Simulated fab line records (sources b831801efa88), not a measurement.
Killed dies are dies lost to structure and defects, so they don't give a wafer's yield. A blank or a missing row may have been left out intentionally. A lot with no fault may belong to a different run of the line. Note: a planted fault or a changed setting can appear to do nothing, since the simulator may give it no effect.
Which of the tools did it? | flow gf180mcu | 72 wafers from 24 lots sampled at 6 of the route's 602 steps

## WHAT EACH GAUGE READ, for each wafer
GF_M1_OVL_MEAS_15.
lot  | measured     | on         | M1_OVL (nm)
L074 | day 17 01:56 | overlay-02 | 7 2 6
L075 | day 17 07:06 | overlay-01 | 3 2 9
L076 | day 17 21:30 | overlay-02 | 2 6 11
L077 | day 18 03:33 | overlay-01 | -8 -1 1
L078 | day 18 09:35 | overlay-01 | 11 4 4
L079 | day 19 01:04 | overlay-02 | -2 -11 -5
L080 | day 19 04:43 | overlay-01 | 4 -7 -5
L081 | day 19 16:27 | overlay-02 | -3 1 -1
L082 | day 20 02:46 | overlay-01 | 1 2 7
L083 | day 20 16:44 | overlay-02 | 9 4 11
L084 | day 21 00:07 | overlay-02 | 4 5 1
L085 | day 21 11:58 | overlay-02 | -3 -7 -2
L086 | day 21 17:27 | overlay-01 | 4 5 -8
L087 | day 21 22:50 | overlay-02 | 6 6 6
L088 | day 22 11:42 | overlay-01 | -4 -2 -5
L089 | day 22 14:10 | overlay-02 | -5 0 -4
L090 | day 23 00:09 | overlay-01 | 3 -6 -1
L091 | day 23 13:12 | overlay-02 | -2 0 -3
L092 | day 23 18:09 | overlay-01 | 3 7 4
L093 | day 23 21:29 | overlay-01 | 0 -8 -1
L094 | day 24 10:00 | overlay-02 | 3 12 2
L095 | day 24 14:03 | overlay-02 | 0 -2 4
L096 | day 24 20:13 | overlay-01 | 5 4 3
L097 | day 25 08:02 | overlay-01 | 1 7 -7

GF_M2_OVL_MEAS_15.
lot  | measured     | on         | M2_OVL (nm)
L074 | day 19 04:22 | overlay-02 | 3 -1 2
L075 | day 19 09:38 | overlay-01 | -3 -8 5
L076 | day 20 01:11 | overlay-02 | -3 0 -16
L077 | day 20 07:36 | overlay-01 | -14 -9 -8
L078 | day 20 13:50 | overlay-01 | 2 -7 1
L079 | day 21 04:33 | overlay-01 | 3 -6 2
L080 | day 21 11:44 | overlay-01 | -6 1 -5
L081 | day 21 18:17 | overlay-01 | -3 2 2
L082 | day 22 05:33 | overlay-01 | -5 2 -1
L083 | day 22 19:47 | overlay-01 | 0 4 -3
L084 | day 22 23:46 | overlay-01 | -1 0 2
L085 | day 23 13:36 | overlay-02 | -5 -2 0
L086 | day 23 19:41 | overlay-01 | -2 2 -5
L087 | day 23 23:11 | overlay-02 | -2 -3 -3
L088 | day 24 11:53 | overlay-01 | -10 -12 -1
L089 | day 24 15:12 | overlay-02 | -7 -5 -5
L090 | day 24 23:19 | overlay-01 | 0 -5 0
L091 | day 25 12:04 | overlay-01 | -4 -9 -7
L092 | day 25 16:44 | overlay-02 | 1 5 -3
L093 | day 25 20:23 | overlay-02 | -9 -6 -7
L094 | day 26 07:48 | overlay-01 | 5 -2 3
L095 | day 26 12:47 | overlay-01 | -6 -2 -4
L096 | day 26 18:03 | overlay-02 | -10 -8 -14
L097 | day 27 03:17 | overlay-01 | 3 -2 -10

GF_V2_BOW_MEAS_05.
lot  | measured     | on           | V2_BOW (um)
L074 | day 19 05:40 | filmMetro-02 | 96 92 101
L075 | day 19 11:03 | filmMetro-04 | 114 100 103
L076 | day 20 02:51 | filmMetro-03 | 92 105 109
L077 | day 20 08:57 | filmMetro-02 | 100 90 109
L078 | day 20 15:08 | filmMetro-04 | 102 97 97
L079 | day 21 05:52 | filmMetro-04 | 92 97 85
L080 | day 21 13:10 | filmMetro-02 | 106 86 92
L081 | day 21 19:34 | filmMetro-02 | 109 102 104
L082 | day 22 06:49 | filmMetro-03 | 69 87 84
L083 | day 22 21:02 | filmMetro-04 | 95 109 99
L084 | day 23 01:25 | filmMetro-02 | 98 104 112
L085 | day 23 14:59 | filmMetro-04 | 93 90 91
L086 | day 23 21:05 | filmMetro-03 | 104 110 105
L087 | day 24 00:27 | filmMetro-02 | 106 111 96
L088 | day 24 13:12 | filmMetro-04 | 113 97 104
L089 | day 24 16:32 | filmMetro-02 | 105 90 103
L090 | day 25 00:36 | filmMetro-03 | 86 105 93
L091 | day 25 14:07 | filmMetro-03 | 104 90 94
L092 | day 25 18:12 | filmMetro-04 | 82 92 92
L093 | day 25 22:07 | filmMetro-04 | 107 101 110
L094 | day 26 09:05 | filmMetro-04 | 93 92 107
L095 | day 26 14:03 | filmMetro-02 | 90 96 105
L096 | day 26 19:28 | filmMetro-02 | 102 95 99
L097 | day 27 04:55 | filmMetro-04 | 104 111 99

GF_V2_THK_MEAS_25: measures by xrf.
lot  | measured     | on           | V2_W_THK (nm)
L074 | day 20 07:05 | filmMetro-04 | 353 351 349
L075 | day 20 14:06 | filmMetro-04 | 343 344 346
L076 | day 21 04:17 | filmMetro-02 | 343 346 352
L077 | day 21 12:54 | filmMetro-04 | 349 343 341
L078 | day 21 16:35 | filmMetro-03 | 342 347 344
L079 | day 22 06:49 | filmMetro-04 | 344 344 345
L080 | day 22 13:01 | filmMetro-04 | 348 349 352
L081 | day 22 20:55 | filmMetro-02 | 348 352 350
L082 | day 23 06:58 | filmMetro-02 | 348 342 347
L083 | day 23 21:07 | filmMetro-02 | 346 346 346
L084 | day 24 01:27 | filmMetro-02 | 352 345 346
L085 | day 24 14:27 | filmMetro-04 | 346 342 346
L086 | day 24 20:02 | filmMetro-02 | 341 347 340
L087 | day 24 23:25 | filmMetro-02 | 346 345 343
L088 | day 25 11:59 | filmMetro-04 | 344 346 349
L089 | day 25 15:18 | filmMetro-02 | 346 342 345
L090 | day 25 22:46 | filmMetro-04 | 354 356 351
L091 | day 26 11:57 | filmMetro-03 | 345 346 345
L092 | day 26 16:02 | filmMetro-02 | 353 347 352
L093 | day 26 19:52 | filmMetro-02 | 351 351 348
L094 | day 27 06:03 | filmMetro-04 | 354 345 357
L095 | day 27 10:47 | filmMetro-04 | 343 342 353
L096 | day 27 16:31 | filmMetro-02 | 347 343 356
L097 | day 28 01:40 | filmMetro-02 | 348 346 347

## TOOL THAT RAN EACH LOT (tool first, then ch and the chambers of the sampled wafers, then the start)
lot  | GF_CONTACT_SPUTTER_23       | GF_M1_SPUTTER_01
L074 | pvdSputter-01, day 16 03:04 | pvdSputter-04, day 16 03:47
L075 | pvdSputter-02, day 16 07:37 | pvdSputter-02, day 16 08:20
L076 | pvdSputter-02, day 16 21:29 | pvdSputter-04, day 16 22:12
L077 | pvdSputter-01, day 17 03:19 | pvdSputter-02, day 17 04:02
L078 | pvdSputter-03, day 17 09:27 | pvdSputter-04, day 17 10:10
L079 | pvdSputter-03, day 18 00:34 | pvdSputter-02, day 18 01:17
L080 | pvdSputter-02, day 18 03:49 | pvdSputter-01, day 18 04:32
L081 | pvdSputter-02, day 18 15:31 | pvdSputter-04, day 18 16:14
L082 | pvdSputter-03, day 19 00:55 | pvdSputter-02, day 19 01:38
L083 | pvdSputter-01, day 19 15:52 | pvdSputter-02, day 19 16:35
L084 | pvdSputter-03, day 19 23:30 | pvdSputter-02, day 20 00:14
L085 | pvdSputter-02, day 20 08:22 | pvdSputter-04, day 20 09:05
L086 | pvdSputter-03, day 20 16:47 | pvdSputter-01, day 20 17:30
L087 | pvdSputter-01, day 21 00:13 | pvdSputter-02, day 21 00:56
L088 | pvdSputter-03, day 21 11:49 | pvdSputter-02, day 21 12:32
L089 | pvdSputter-02, day 21 13:22 | pvdSputter-01, day 21 14:08
L090 | pvdSputter-02, day 22 01:06 | pvdSputter-04, day 22 01:49
L091 | pvdSputter-03, day 22 13:03 | pvdSputter-04, day 22 14:05
L092 | pvdSputter-03, day 22 18:28 | pvdSputter-02, day 22 19:11
L093 | pvdSputter-01, day 22 22:22 | pvdSputter-04, day 22 23:05
L094 | pvdSputter-03, day 23 10:59 | pvdSputter-02, day 23 11:43
L095 | pvdSputter-02, day 23 15:04 | pvdSputter-04, day 23 15:48
L096 | pvdSputter-02, day 23 21:25 | pvdSputter-01, day 23 22:08
L097 | pvdSputter-03, day 24 09:41 | pvdSputter-02, day 24 10:24
- GF_CONTACT_SPUTTER_23: material TiN, target thk 10 nm, time 40 s.
- GF_M1_SPUTTER_01: material TiN, target thk 30 nm, time 25 s.

## WHAT THE TOOLS THEMSELVES READ (means of the sampled wafers that have a number; where no wafer has one, the mark that the record gives instead)
GF_CONTACT_SPUTTER_23.
lot  | tool          | cathodeDcPowerW (W) | chamberPressurePa (Pa) | throttleValvePct (%)
L074 | pvdSputter-01 | 3999.9              | 4.989                  | 31.1
L075 | pvdSputter-02 | 3999.8              | 5.007                  | 31.6
L076 | pvdSputter-02 | 3999.5              | 5.007                  | 30.2
L077 | pvdSputter-01 | 3999.5              | 5.003                  | 30.1
L078 | pvdSputter-03 | 3999.7              | 5.001                  | 31.1
L079 | pvdSputter-03 | 4000.0              | 5.002                  | 31.5
L080 | pvdSputter-02 | 4000.1              | 5.007                  | 30.6
L081 | pvdSputter-02 | 3999.7              | 5.002                  | 30.7
L082 | pvdSputter-03 | 3999.9              | 4.997                  | 30.5
L083 | pvdSputter-01 | 4000.0              | 4.989                  | 30.0
L084 | pvdSputter-03 | 4000.7              | 4.993                  | 31.1
L085 | pvdSputter-02 | 4000.1              | 5.008                  | 30.9
L086 | pvdSputter-03 | 3999.4              | 5.001                  | 30.4
L087 | pvdSputter-01 | 3999.9              | 5.003                  | 29.9
L088 | pvdSputter-03 | 3999.7              | 4.981                  | 31.5
L089 | pvdSputter-02 | 4000.2              | 4.996                  | 30.7
L090 | pvdSputter-02 | 4000.1              | 4.994                  | 29.9
L091 | pvdSputter-03 | 4000.2              | 4.991                  | 32.0
L092 | pvdSputter-03 | 3999.8              | 5.000                  | 31.0
L093 | pvdSputter-01 | 4000.2              | 4.994                  | 29.7
L094 | pvdSputter-03 | 3999.8              | 4.999                  | 31.4
L095 | pvdSputter-02 | 4000.7              | 5.001                  | 29.7
L096 | pvdSputter-02 | 4000.1              | 5.003                  | 30.7
L097 | pvdSputter-03 | 4000.1              | 5.005                  | 31.3

GF_M1_SPUTTER_01.
lot  | tool          | cathodeDcPowerW (W) | chamberPressurePa (Pa) | throttleValvePct (%)
L074 | pvdSputter-04 | 6500.0              | 0.4005                 | 30.0
L075 | pvdSputter-02 | 6499.4              | 0.4008                 | 31.5
L076 | pvdSputter-04 | 6500.2              | 0.4004                 | 29.6
L077 | pvdSputter-02 | 6501.2              | 0.4000                 | 31.0
L078 | pvdSputter-04 | 6500.2              | 0.4001                 | 30.3
L079 | pvdSputter-02 | 6499.9              | 0.4002                 | 29.9
L080 | pvdSputter-01 | 6499.7              | 0.3996                 | 30.5
L081 | pvdSputter-04 | 6499.6              | 0.4005                 | 29.9
L082 | pvdSputter-02 | 6500.8              | 0.3989                 | 29.9
L083 | pvdSputter-02 | 6500.2              | 0.3995                 | 29.9
L084 | pvdSputter-02 | 6499.4              | 0.3999                 | 30.8
L085 | pvdSputter-04 | 6498.5              | 0.3995                 | 29.6
L086 | pvdSputter-01 | 6501.7              | 0.4004                 | 30.3
L087 | pvdSputter-02 | 6499.7              | 0.4007                 | 30.0
L088 | pvdSputter-02 | 6500.1              | 0.4007                 | 29.3
L089 | pvdSputter-01 | 6500.3              | 0.3991                 | 29.6
L090 | pvdSputter-04 | 6500.7              | 0.4001                 | 30.1
L091 | pvdSputter-04 | 6499.2              | 0.3997                 | 29.7
L092 | pvdSputter-02 | 6500.2              | 0.3995                 | 30.7
L093 | pvdSputter-04 | 6500.3              | 0.4001                 | 30.0
L094 | pvdSputter-02 | 6499.5              | 0.4006                 | 30.1
L095 | pvdSputter-04 | 6500.4              | 0.3995                 | 29.7
L096 | pvdSputter-01 | 6499.3              | 0.4004                 | 30.3
L097 | pvdSputter-02 | 6499.1              | 0.3998                 | 30.0

## THE ANSWER, worked out from the rows above alone
Rule: what is usual is taken from the lots themselves. The widest of any qualifying gaps counts: lots, ordered by their means at a reading, are off when they make up no more than a third of the lots, leave a main group of 4 or more, and stand apart from it by 3 or more times the standard deviation of that group's means. A main group is skipped when, at the precision printed for the reading in the tables above, its means are all equal. Also off: a lot with no number at a reading for which 4 or more lots have one. Where the step has rows for the other lots, those lots are counted as sound. First the gauges in route order, then the tools' own readings, where a lot's mean is used as printed above. The first step at which some lot is off is used, and at that step the reading that is off furthest; a lot without a number counts as furthest.
No lot is off at any reading shown: from this, nothing can be told.

## WHAT THE SIMULATOR HAD PUT IN
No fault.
